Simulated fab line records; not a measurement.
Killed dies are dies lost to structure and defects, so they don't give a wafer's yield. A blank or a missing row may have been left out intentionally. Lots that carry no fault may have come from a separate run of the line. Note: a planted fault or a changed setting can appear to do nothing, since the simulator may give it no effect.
fab line records	flow sky130
[record] lots = 6	wafers = 18	last_day = 49
route steps=708 shown CAP2M@611 METAL4@621 PAD_OPEN@708
lots untouched by any fault: they come from a run of this same line in which no faults occurred
start_h: hours from the record's first day to the start of the lot's first wafer shown	wait_h: how many hours have passed since the lot's step before this one	" repeats the value in the row above	L1.1+2: several wafers, shown together as one row	- no value present, or no start provided	* or withheld: withheld	< > ~ a bound
route shown NAME@n: names a module that has steps shown in the file, with the first one's number in the route	usual: mean/standard deviation of fault-free wafers	same: alike in all rows	chamber/n: place in a boat	sites: per-site readings	_std_site: the values' standard deviation	_edge_site: outer sites' mean less inner sites'	radius_mm: for every site, how far away it sits from the centre of the wafer	mask NAME#n: copy n	behind: the most recent tool/chamber to have shaped the wafer	hold: reason for holding the lot/hours on hold/outcome of the hold	device: the transistor (n, p or np) that didn't switch	end of line: tests run on the same wafers once the route is complete	a step without rows: its recipe alone	killed: dies that structure and defects cost at the first sort, which is not the same as the wafer's yield	map: the dies of a wafer, with x for killed, . for not killed, _ for no die there
set.NAME: the setting as run; set.NAME@STEP: as run at that earlier step	model.NAME: the simulator's own value behind a step, which no gauge read
lots at selected steps of the route; one table per step, one row per wafer
services: from which hour (start_h, from the record's first day; less than 0 if before it) a tool's chamber was out of use, for how many hours, and why
[[steps]]
[step SKY_CAP2M_SOFTBAKE_08]
[recipe] temp_c = 90	time_s = 60	resist = NOVOLAK
[step SKY_CAP2M_EXPOSE_09]
[recipe] mask_id = CAP2M	na = 0.6	source_shape = conventional	sigma_outer = 0.6	polarization = unpolarized	target_cd_nm = 1000	dose_mj = 159
[step SKY_CAP2M_PEB_10]
[recipe] temp_c = withheld	time_s = *	resist = NOVOLAK
[step SKY_CAP2M_DEVELOP_11]
[recipe] resist = NOVOLAK	developer = TMAH	develop_time_s = 60	dev_temp_c = 23
[step SKY_CAP2M_OVL_MEAS_12]
[usual] CAP2M_OVL = 0.1/1.3
lot.wafer	tool	chamber	start_h	wait_h	CAP2M_OVL[nm]
L427.3	overlay-01	-	965.96	0.1	-0.3
L427.5	"	-	"	"	0.5
L427.6	"	-	"	"	-0.7
L431.1	overlay-02	-	986.16	0.1	0.4
L431.2	"	-	"	"	0.5
L431.4	"	-	"	"	2.3
L432.1	overlay-01	-	995.40	0.1	1.0
L432.3	"	-	"	"	0.2
L432.4	"	-	"	"	1.7
L434.1	overlay-02	-	1010.05	0.1	-1.8
L434.2	"	-	"	"	-1.3
L434.3	"	-	"	"	-1.7
L444.4	overlay-01	-	1084.18	0.1	-2.2
L444.5	"	-	"	"	-0.5
L444.6	"	-	"	"	-0.8
L445.1	overlay-02	-	1086.50	0.1	-1.4
L445.3	"	-	"	"	1.3
L445.5	"	-	"	"	-1.0
[step SKY_CAP2M_METAL_ETCH_13]
[recipe] target_depth_nm = 220	stop_on = SiO2	chemistry = Cl2/BCl3	target = TiN	pressure_mtorr = 10	icp_w = 900	bias_w = 48.5	Cl2_flow_sccm = 60	bcl3_flow_sccm = 30	time_s = 62.9
[usual] drypump_motor_current_A = 5.8/0.46	oes_product_au = 0.940/0.011	throttle_valve_pct = 21.903/0.01
lot.wafer	tool	chamber	start_h	wait_h	drypump_motor_current_A	oes_product_au	rf_hours_counter_h	throttle_valve_pct
L427.3	rie_metal-01	1	966.01	0.0	5.0	0.945	-	21.900
L427.5	"	0	"	"	6.3	0.954	-	21.881
L427.6	"	1	"	"	5.0	0.944	-	21.896
L431.1	rie_metal-01	1	986.20	0.0	5.0	0.929	4	21.906
L431.2	"	1	"	"	5.0	0.948	-	21.893
L431.4	"	1	"	"	5.0	0.944	-	21.892
L432.1	rie_metal-02	0	995.44	0.0	5.5	0.937	13	21.894
L432.3	"	0	"	"	5.5	0.949	-	21.905
L432.4	"	0	"	"	5.5	0.925	-	21.907
L434.1	rie_metal-01	0	1010.09	0.0	6.3	0.942	0	21.891
L434.2	"	0	"	"	6.3	0.941	-	21.900
L434.3	"	0	"	"	6.3	0.948	-	21.904
L444.4	rie_metal-03	1	1084.22	0.0	5.8	0.948	-	21.885
L444.5	"	1	"	"	5.9	0.938	-	21.901
L444.6	"	0	"	"	6.4	0.930	-	21.896
L445.1	rie_metal-03	0	1086.54	0.0	6.4	0.942	18	21.910
L445.3	"	1	"	"	5.8	0.943	-	21.909
L445.5	"	1	"	"	5.8	0.938	-	21.910
[step SKY_CAP2M_STRIP_14]
[recipe] chemistry = O2/N2	power_w = 1400	pressure_mtorr = 1500	platen_temp_c = withheld	o2_flow_sccm = 3000	n2_flow_sccm = 300	overash_fraction = 0.5
[usual] drypump_motor_current_A = 5.4/0.34	oes_product_au = 0.710/0.0048	strip_time_to_endpoint_s = 12.66/0.057
lot.wafer	tool	chamber	start_h	wait_h	drypump_motor_current_A	oes_product_au	rf_hours_counter_h	strip_time_to_endpoint_s
L427.3	plasma_asher-01	0	966.10	0.1	5.2	0.711	-	12.69
L427.5	"	0	"	"	5.2	0.713	-	12.66
L427.6	"	1	"	"	5.4	0.719	-	12.70
L431.1	plasma_asher-01	0	986.35	0.1	5.3	0.707	52	12.72
L431.2	"	1	"	"	5.3	0.717	52	12.68
L431.4	"	1	"	"	5.3	0.713	-	12.69
L432.1	plasma_asher-01	0	995.59	0.1	5.3	0.709	53	12.67
L432.3	"	0	"	"	5.3	0.711	-	12.65
L432.4	"	1	"	"	5.3	0.715	-	12.68
L434.1	plasma_asher-03	0	1010.24	0.1	4.9	0.713	27	12.57
L434.2	"	1	"	"	5.9	0.711	27	12.48
L434.3	"	0	"	"	4.9	0.711	-	12.52
L444.4	plasma_asher-02	0	1084.31	0.1	5.8	0.713	-	12.77
L444.5	"	0	"	"	5.9	0.708	-	12.71
L444.6	"	1	"	"	5.6	0.708	-	12.70
L445.1	plasma_asher-03	1	1086.62	0.1	5.8	0.711	35	12.61
L445.3	"	1	"	"	5.9	0.716	-	12.62
L445.5	"	1	"	"	5.8	0.711	-	12.61
[step SKY_CAP2M_STRIP_15]
[recipe] chemistry = post_etch_residue_remover	time_s = 1200	temp_c = 72.5
[step SKY_CAP2M_CLEAN_16]
[recipe] chemistry = IPA	time_s = 180	temp_c = 25
[step SKY_CAP2M_CLEAN_17]
[recipe] chemistry = O3/DIW	dry = n2_spin
[step SKY_METAL4_DEHYDRATE_05]
[recipe] temp_c = 200	time_s = 60
[step SKY_METAL4_HMDS_06]
[recipe] prime_time_s = 60	prime_temp_c = 120
[step SKY_METAL4_COAT_07]
[recipe] resist = BARC	temp_c = withheld	time_s = withheld	spin_rpm = 3000	resist_thk_nm = 60
[usual] spin_speed_rpm = 3000.1/1.5
lot.wafer	tool	chamber	start_h	wait_h	spin_speed_rpm
L427.3	litho_track-03	0	976.55	0.1	3002.3
L427.5	"	0	"	"	3000.8
L427.6	"	0	"	"	3001.9
L431.1	litho_track-01	0	997.81	0.1	3000.9
L431.2	"	0	"	"	3001.5
L431.4	"	0	"	"	3004.1
L432.1	litho_track-01	0	1005.76	0.1	2997.4
L432.3	"	0	"	"	2997.6
L432.4	"	0	"	"	2996.2
L434.1	litho_track-02	0	1021.41	0.1	3000.3
L434.2	"	0	"	"	3001.6
L434.3	"	0	"	"	3000.2
L444.4	litho_track-02	0	1093.89	0.1	3000.8
L444.5	"	0	"	"	3000.5
L444.6	"	0	"	"	3000.4
L445.1	litho_track-01	0	1096.46	0.1	2996.5
L445.3	"	0	"	"	3000.6
L445.5	"	0	"	"	2999.9
[step SKY_METAL4_COAT_08]
[recipe] resist = KrF-thick	spin_rpm = 3000	resist_thk_nm = 1140
[step SKY_METAL4_SOFTBAKE_09]
[recipe] temp_c = 100	time_s = 90	resist = KrF-thick
[step SKY_METAL4_EXPOSE_10]
[recipe] mask_id = MM4	na = 0.68	source_shape = annular	sigma_inner = 0.4	sigma_outer = 0.8	target_cd_nm = 300	dose_mj = 28
[step SKY_METAL4_PEB_11]
[recipe] peb_temp_c = withheld	peb_time_s = withheld	resist = KrF-thick
[step SKY_METAL4_DEVELOP_12]
[recipe] develop_time_s = 60	resist = KrF-thick	dev_temp_c = 21
[step SKY_METAL4_CD_MEAS_13]
[recipe] target_cd_nm = 300
[usual] cd_nm = 299.9/1.6
lot.wafer	tool	chamber	start_h	wait_h	cd_nm
L427.3	cd_sem-02	-	989.29	-	300.8
L427.5	"	-	"	"	302.1
L427.6	"	-	"	"	301.1
L431.1	cd_sem-01	-	1009.05	-	300.0
L431.2	"	-	"	"	299.9
L431.4	"	-	"	"	300.0
L432.1	cd_sem-02	-	1018.30	-	300.4
L432.3	"	-	"	"	300.0
L432.4	"	-	"	"	300.5
L434.1	cd_sem-02	-	1031.97	-	299.8
L434.2	"	-	"	"	300.0
L434.3	"	-	"	"	300.9
L444.4	cd_sem-01	-	1104.82	-	298.1
L444.5	"	-	"	"	298.5
L444.6	"	-	"	"	298.6
L445.1	cd_sem-01	-	1107.25	-	298.7
L445.3	"	-	"	"	298.0
L445.5	"	-	"	"	299.2
[step SKY_METAL4_OVL_MEAS_14]
[usual] METAL4_OVL = 3/5.6
lot.wafer	tool	chamber	start_h	wait_h	METAL4_OVL[nm]
L427.3	overlay-01	-	989.39	0.1	1
L427.5	"	-	"	"	-3
L427.6	"	-	"	"	-1
L431.1	overlay-01	-	1009.17	0.1	9
L431.2	"	-	"	"	3
L431.4	"	-	"	"	4
L432.1	overlay-02	-	1018.42	0.1	-10
L432.3	"	-	"	"	0
L432.4	"	-	"	"	-4
L434.1	overlay-01	-	1032.09	0.1	3
L434.2	"	-	"	"	3
L434.3	"	-	"	"	2
L444.4	overlay-01	-	1104.90	0.1	2
L444.5	"	-	"	"	-7
L444.6	"	-	"	"	-2
L445.1	overlay-02	-	1107.37	0.1	-9
L445.3	"	-	"	"	-3
L445.5	"	-	"	"	1
[step SKY_METAL4_DESCUM_15]
[recipe] chemistry = O2	source_power_w = 150	bias_power_w = 0	pressure_mtorr = 10	temp_c = 40	time_s = 8
[usual] drypump_motor_current_A = 5.86/0.26	oes_product_au = 1.001/0.011
lot.wafer	tool	chamber	start_h	wait_h	drypump_motor_current_A	oes_product_au	rf_hours_counter_h
L427.3	rie_metal-04	1	989.42	0.0	5.99	1.020	-
L427.5	"	0	"	"	5.66	1.001	-
L427.6	"	1	"	"	6.01	1.015	-
L431.1	rie_metal-02	1	1009.21	0.0	5.67	1.009	9
L431.2	"	1	"	"	5.64	1.000	-
L431.4	"	1	"	"	5.68	1.001	-
L432.1	rie_metal-04	1	1018.46	0.0	6.00	1.010	16
L432.3	"	1	"	"	6.01	1.022	-
L432.4	"	0	"	"	5.66	1.013	-
L434.1	rie_metal-03	1	1032.12	0.0	5.83	0.989	23
L434.2	"	0	"	"	6.35	0.996	14
L434.3	"	0	"	"	6.37	0.998	-
L444.4	rie_metal-04	0	1104.93	0.0	5.66	0.997	-
L444.5	"	1	"	"	6.01	1.021	-
L444.6	"	0	"	"	5.66	1.011	-
L445.1	rie_metal-03	1	1107.41	0.0	5.87	0.993	2
L445.3	"	0	"	"	6.33	1.000	-
L445.5	"	0	"	"	6.31	0.997	-
[step SKY_METAL4_ETCH_16]
[recipe] chemistry = N2/H2	target = BARC	ion_energy_ev = 200	bias_w = 100	pressure_mtorr = 30	n2_flow_sccm = 100	h2_flow_sccm = 200	icp_w = 500	stop_on = SiO2	time_s = 88.2	target_depth_a = 600
[usual] drypump_motor_current_A = 5.87/0.26	oes_product_au = 0.626/0.0044	throttle_valve_pct = 13.206/0.0082
lot.wafer	tool	chamber	start_h	wait_h	drypump_motor_current_A	oes_product_au	rf_hours_counter_h	throttle_valve_pct	model.etch.depth_nm
L427.3	rie_metal-04	1	989.47	0.0	6.01	0.624	-	13.201	60.01
L427.5	"	0	"	"	5.66	0.631	-	13.215	59.79
L427.6	"	1	"	"	6.03	0.625	-	13.205	59.98
L431.1	rie_metal-02	1	1009.27	0.1	5.69	0.635	9	13.201	61.61
L431.2	"	1	"	"	5.72	0.634	-	13.208	61.63
L431.4	"	1	"	"	5.70	0.623	-	13.212	61.58
L432.1	rie_metal-04	1	1018.49	0.0	6.01	0.633	16	13.208	61.74
L432.3	"	1	"	"	6.03	0.632	-	13.192	61.62
L432.4	"	0	"	"	5.67	0.629	-	13.197	61.6
L434.1	rie_metal-03	1	1032.15	0.0	5.90	0.628	23	13.210	60.24
L434.2	"	0	"	"	6.42	0.625	14	13.212	60.25
L434.3	"	0	"	"	6.39	0.623	-	13.214	60.09
L444.4	rie_metal-04	0	1104.98	0.0	5.70	0.625	-	13.203	59.78
L444.5	"	1	"	"	6.02	0.623	-	13.214	59.7
L444.6	"	0	"	"	5.69	0.627	-	13.211	59.92
L445.1	rie_metal-03	1	1107.44	0.0	5.86	0.623	2	13.196	59.87
L445.3	"	0	"	"	6.38	0.623	-	13.213	59.86
L445.5	"	0	"	"	6.34	0.625	-	13.204	59.94
[step SKY_METAL4_ETCH_17]
[recipe] target = SiO2	stop_on = TiN	chemistry = C4F8/O2/Ar	source_w = 1500	bias_w = 1200	pressure_mtorr = 40	c4f8_flow_sccm = withheld	O2_flow_sccm = 6	Ar_flow_sccm = 300	time_s = 3.9	target_depth_a = 150
[usual] oes_product_au = 0.758/0.0065
lot.wafer	tool	chamber	start_h	wait_h	oes_product_au	rf_hours_counter_h
L427.3	rie_diel-01	1	989.54	0.0	0.755	22
L427.5	"	2	"	"	0.764	-
L427.6	"	3	"	"	0.767	-
L431.1	rie_diel-03	0	1009.47	0.2	0.760	12
L431.2	"	2	"	"	0.762	11
L431.4	"	3	"	"	0.767	2
L432.1	rie_diel-04	2	1018.59	0.1	0.759	6
L432.3	"	3	"	"	0.752	26
L432.4	"	0	"	"	0.753	13
L434.1	rie_diel-03	2	1032.25	0.1	0.758	12
L434.2	"	0	"	"	0.751	13
L434.3	"	3	"	"	0.765	3
L444.4	rie_diel-03	0	1105.05	0.0	0.757	15
L444.5	"	0	"	"	0.759	-
L444.6	"	1	"	"	0.767	-
L445.1	rie_diel-01	0	1107.54	0.1	0.754	9
L445.3	"	0	"	"	0.749	-
L445.5	"	0	"	"	0.745	-
[step SKY_PAD_OPEN_PROBE_99]
[usual] defect_limited_yield = 82.8/1.9	killed_at_M0_to_M3 = 42/6.3	killed_at_M4_up = 3.2/1.9	killed_at_contacts = 24/5.8	killed_at_front_end = 15/4.3	killed_at_other = 0.2/0.62	killed_dies = 85/9.3	killed_open = 46/6.8	killed_short = 38/6.1	sort_bin_3_pad_short = 0.8/0.43	sort_bin_5_function = 10.2/1.5	sort_bin_6_memory = 6.2/1.1	sort_n_pass = 407/9.3	sort_yield_pct = 82.8/1.9
[same] gross_dies = 492	killed_at_back_side = 0	sort_bin_4_leakage[%] = 0	sort_bin_8_speed[%] = 0
lot.wafer	tool	chamber	start_h	wait_h	defect_limited_yield[%]	killed_at_M0_to_M3	killed_at_M4_up	killed_at_contacts	killed_at_front_end	killed_at_other	killed_dies	killed_open	killed_short	sort_bin_3_pad_short[%]	sort_bin_5_function[%]	sort_bin_6_memory[%]	sort_n_pass	sort_yield_pct[%]
L434.1	prober-01	-	1120.93	0.1	81.9	47	2	29	10	1	89	50	39	0.8	11.6	5.7	403	81.9
L434.2	prober-01	-	1120.98	0.1	82.7	45	2	18	19	1	85	49	36	1.0	11.6	4.7	407	82.7
L434.3	prober-01	-	1121.03	0.2	82.9	45	2	19	18	0	84	56	28	0.4	9.8	6.9	408	82.9
L445.1	prober-02	-	1185.08	0.1	80.5	43	1	31	17	4	96	59	35	1.4	11.0	7.1	396	80.5
L445.3	prober-02	-	1185.18	0.2	83.3	47	2	17	15	1	82	38	44	1.2	10.0	5.5	410	83.3
L445.5	prober-02	-	1185.28	0.2	83.5	41	2	23	15	0	81	46	35	1.8	10.2	4.5	411	83.5
// killed by level:class
L434.1 CONTACT:geometric_particle:open=15 METAL1:geometric_particle:short=13 VIA1:geometric_particle:open=10 LI_CONTACT:geometric_particle:open=6 VIA2:geometric_particle:open=5 VIA3:geometric_particle:open=5 CONTACT:geometric_particle:short=4 METAL2:geometric_particle:short=3
L434.2 VIA3:geometric_particle:open=10 VIA1:geometric_particle:open=8 CONTACT:geometric_particle:short=7 VIA2:geometric_particle:open=7 LI_CONTACT:geometric_particle:open=6 VIA3:geometric_particle:short=6 POLY_GATE:geometric_particle:open=5 CONTACT:geometric_particle:open=5
L434.3 VIA1:geometric_particle:open=14 CONTACT:geometric_particle:open=10 VIA2:geometric_particle:open=8 VIA3:geometric_particle:open=8 POLY_GATE:geometric_particle:open=5 METAL2:geometric_particle:short=5 LI_CONTACT:geometric_particle:open=4 FIELD_ISO:geometric_particle:open=3
L445.1 CONTACT:geometric_particle:open=12 VIA1:geometric_particle:open=11 LI_CONTACT:geometric_particle:open=9 METAL2:geometric_particle:short=7 VIA3:geometric_particle:open=6 VIA2:geometric_particle:open=4 FIELD_ISO:geometric_particle:short=3 FIELD_ISO:geometric_particle:open=3
L445.3 METAL1:geometric_particle:short=10 VIA1:geometric_particle:open=8 VIA1:geometric_particle:short=7 METAL2:geometric_particle:short=7 SPACER:geometric_particle:open=6 LI_CONTACT:geometric_particle:open=5 CONTACT:geometric_particle:short=4 CONTACT:geometric_particle:open=4
L445.5 VIA2:geometric_particle:open=12 CONTACT:geometric_particle:open=8 LI_CONTACT:geometric_particle:open=7 METAL2:geometric_particle:short=7 VIA1:geometric_particle:open=6 FIELD_ISO:geometric_particle:short=5 METAL1:geometric_particle:short=5 LOCAL_INTERCONNECT:geometric_particle:short=4
[[services]]
tool	chamber	start_h	hours	kind
rie_diel-01	1	942.67	14.7	repair
rie_diel-03	-	954.04	1.1	repair
rie_diel-01	0	979.43	36.3	repair
rie_diel-01	-	980.64	2.8	pm
rie_metal-01	0	982.90	-	clean
rie_metal-01	0	982.90	26.1	scheduled_down
rie_metal-01	0	982.90	26.1	vent_cycle
rie_metal-02	1	994.78	12.1	repair
rie_metal-01	1	1001.88	12.3	repair
plasma_asher-02	-	1004.53	6.1	repair
rie_diel-03	-	1028.30	0.7	repair
rie_diel-03	2	1044.13	3.0	repair
plasma_asher-02	-	1044.82	2.9	repair
rie_metal-03	1	1052.55	9.4	repair
rie_metal-02	-	1054.93	0.3	repair
plasma_asher-02	-	1055.25	9.0	pm
plasma_asher-02	0	1055.25	9.0	vent_cycle
plasma_asher-02	1	1055.25	9.0	vent_cycle
rie_metal-03	1	1061.95	-	clean
rie_metal-03	1	1061.95	15.5	scheduled_down
rie_metal-03	1	1061.95	15.5	vent_cycle
rie_diel-01	1	1090.48	27.8	repair
rie_metal-02	-	1094.38	14.6	pm
rie_diel-01	2	1103.05	7.5	repair
[[key]]
first_sign none at tools or gauges
[model_effect] step = SKY_METAL4_ETCH_16	value = etch.depth_nm	without = 59.98	struck = 61.63
met_at SKY_METAL4_COAT_07
struck_wafers L431.1,L431.2,L431.4,L432.1,L432.3,L432.4
also_fits SKY_CAP2M_STRIP_14:plasma_asher-01
[fault] kind = process_parameter_drift	tool = litho_track-01	chamber = -	onset_h = 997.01	steps = SKY_METAL4_COAT_07	channel = resist_thk_nm	offset = 1.6499	shape = step	end_h = 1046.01	acts_in = these_recipes_only	stated = 60
